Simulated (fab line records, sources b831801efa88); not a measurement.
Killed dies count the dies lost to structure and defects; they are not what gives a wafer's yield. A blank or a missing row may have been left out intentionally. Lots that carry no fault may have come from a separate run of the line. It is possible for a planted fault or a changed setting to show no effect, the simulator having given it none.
Lot-split experiment | flow sky130 | 23 wafers read from 5 lots, route of 708 steps

## THE SPLIT ITSELF
At SKY_VT_ADJUST_HVTR_DEVELOP_06 (develop time 60 s), the setting devTempC was moved away from the recipe's 23 C on 9 of the 23 wafers read, by -16.2% to +8.1%. For the rest of the wafers, this setting stayed at what the recipe calls for.

Between the split and the reading, the file records no step.

## THE READING
At SKY_VT_ADJUST_HVTR_CD_MEAS_07: cdNm in nanometres, against a target cd of 380 nm. Fault-free wafers of this fab line usually give 379.9 nm, standard deviation 2.5 nm.

wafer  | tool, chamber at the split | devTempC as run, C | against the recipe | cdNm, nm | against lot-mates on the recipe
L074.1 | lithoTrack-02, 0           | 23                 | recipe             | 375.1    | -
L074.2 | lithoTrack-02, 0           | 23                 | recipe             | 377.2    | -
L074.6 | lithoTrack-02, 0           | 23                 | recipe             | 380.8    | -
L080.2 | lithoTrack-04, 0           | 20.38              | -11.4%             | 388.1    | +6.8
L080.3 | lithoTrack-04, 0           | 20.38              | -11.4%             | 388.3    | +6.9
L080.4 | lithoTrack-04, 0           | 23                 | recipe             | 380.5    | -
L080.5 | lithoTrack-04, 0           | 23                 | recipe             | 382.2    | -
L080.6 | lithoTrack-04, 0           | 20.38              | -11.4%             | 387.4    | +6.0
L081.1 | lithoTrack-02, 0           | 24.86              | +8.1%              | 378.3    | -2.6
L081.2 | lithoTrack-02, 0           | 24.86              | +8.1%              | 377.8    | -3.1
L081.4 | lithoTrack-02, 0           | 24.86              | +8.1%              | 376.4    | -4.6
L081.5 | lithoTrack-02, 0           | 23                 | recipe             | 381.4    | -
L081.6 | lithoTrack-02, 0           | 23                 | recipe             | 380.5    | -
L082.1 | lithoTrack-03, 0           | 23                 | recipe             | 378.1    | -
L082.3 | lithoTrack-03, 0           | 23                 | recipe             | 375.6    | -
L082.4 | lithoTrack-03, 0           | 23                 | recipe             | 378.2    | -
L082.5 | lithoTrack-03, 0           | 23                 | recipe             | 377.5    | -
L082.6 | lithoTrack-03, 0           | 23                 | recipe             | 378.6    | -
L085.1 | lithoTrack-02, 0           | 23                 | recipe             | 377.5    | -
L085.2 | lithoTrack-02, 0           | 19.28              | -16.2%             | 388.0    | +11.6
L085.3 | lithoTrack-02, 0           | 19.28              | -16.2%             | 388.5    | +12.1
L085.5 | lithoTrack-02, 0           | 23                 | recipe             | 375.3    | -
L085.6 | lithoTrack-02, 0           | 19.28              | -16.2%             | 385.6    | +9.2

FIT RESULTS
A straight line over all 23 wafers: cdNm changes by -0.529 nm for each +1% of devTempC; r = -0.85; the points scatter about the line by 2.4 nm.
The same after taking each lot's own level away (the mean of its wafers on the recipe; 23 wafers): -0.6 nm for each +1%; r = -0.96; scatter 1.4 nm.
Per that fit: largest devTempC move, reading shift of 9.7 nm.
The span of the lots' own levels, 376.40 to 381.35 nm, comes to 2.0 times the standard deviation stated above.
Hence the slope depends on the lot-to-lot level, as the two fits are not the same.
Check: for one of the wafers moved furthest among these (-16.2%), held out of the fit, the line's prediction against its lot-mates is +9.64 nm. It came out at +11.6 nm against them.

## THESE WAFERS: OTHER SPLITS
Before the reading, these wafers also passed through other splits. Each is held against what the fit with the lots' levels taken away leaves over:
other split on the same wafers         | wafers away from the commonest value | r with cdNm (lot level and that fit taken away)
SKY_FIELD_ISO_OXIDATION_01 tempC       | 10                                   | +0.21
SKY_FIELD_ISO_CVD_03 tempC             | 15                                   | +0.29
SKY_NWELL_IMPLANT_24 energyKev         | 7                                    | +0.23
SKY_VT_ADJUST_HVTP_COAT_02 spinRpm     | 5                                    | +0.01
SKY_VT_ADJUST_HVTP_DEVELOP_06 devTempC | 5                                    | -0.05

## THE FILE'S OWN FIT
cdNm changes by -0.614 nm for each +1% of devTempC, r = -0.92.
